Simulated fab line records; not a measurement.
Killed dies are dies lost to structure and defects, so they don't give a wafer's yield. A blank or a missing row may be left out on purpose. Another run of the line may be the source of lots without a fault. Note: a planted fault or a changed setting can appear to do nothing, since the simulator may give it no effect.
Which tool is to blame? ; flow sky130 ; 21 wafers from 7 lots sampled at 3 of the route's 708 steps

== WHAT THE GAUGES SHOWED, per wafer ==
SKY_LDD_P_TW_MEAS_11.
lot;measured;on;LDD_P_TW
L421;day 19 20:33;film_metro-01;632 634 631
L425;day 22 07:59;film_metro-02;630 629 634
L427;day 23 02:41;film_metro-02;635 635 632
L435;day 25 11:33;film_metro-01;30 30 30
L438;day 26 06:00;film_metro-02;625 628 627
L440;day 27 00:18;film_metro-01;633 634 630
L442;day 27 06:46;film_metro-02;629 629 628

== EACH LOT AND THE TOOL THAT RAN IT (in order: tool; ch and the chambers of the sampled wafers; start) ==
lot;SKY_LDD_N_STRIP_16;SKY_LDD_P_STRIP_10
L421;plasma_asher-01 ch 0,1, day 18 13:40;plasma_asher-04 ch 0,1, day 19 20:27
L425;plasma_asher-04 ch 0,1, day 21 00:26;plasma_asher-03 ch 0,1, day 22 07:53
L427;plasma_asher-01 ch 0,1, day 21 20:04;plasma_asher-03 ch 0,1, day 23 02:35
L435;plasma_asher-04 ch 0,1, day 24 05:26;plasma_asher-01 ch 0,1, day 25 11:26
L438;plasma_asher-04 ch 0,1, day 25 00:10;plasma_asher-03 ch 0,1, day 26 05:54
L440;plasma_asher-02 ch 0,1, day 25 18:49;plasma_asher-01 ch 1, day 27 00:12
L442;plasma_asher-04 ch 0,1, day 26 01:01;plasma_asher-04 ch 0,1, day 27 06:39
- SKY_LDD_N_STRIP_16: strips in O2/N2.
- SKY_LDD_P_STRIP_10: strips in O2/N2.

== THE ANSWER, worked out from the rows above alone ==
Rule: what is usual is taken from the lots themselves. Put in order of their means at a reading, lots are off if they are a third of the lots or fewer, leave a main group of 4 or more, and stand apart from it by a gap of 3 or more times the standard deviation of the main group's means; of several such gaps the widest counts. A main group is skipped when, at the precision printed for the reading in the tables above, its means are all equal. A lot without any number at a reading at which 4 lots or more have one is off too. The other lots that the step has rows for count as sound.
Off: L435, seen at SKY_LDD_P_TW_MEAS_11 (LDD_P_TW). Mean 631 and standard deviation 2.5 in the main group.
If a tool, at a process step before that reading, ran all the lots that are off and no sound lot after the first of them, it fits. The gauges at SKY_LDD_P_TW_MEAS_11 are tried like those tools. Of those tried, none fits.

== WHAT THE SIMULATOR HAD PUT IN ==
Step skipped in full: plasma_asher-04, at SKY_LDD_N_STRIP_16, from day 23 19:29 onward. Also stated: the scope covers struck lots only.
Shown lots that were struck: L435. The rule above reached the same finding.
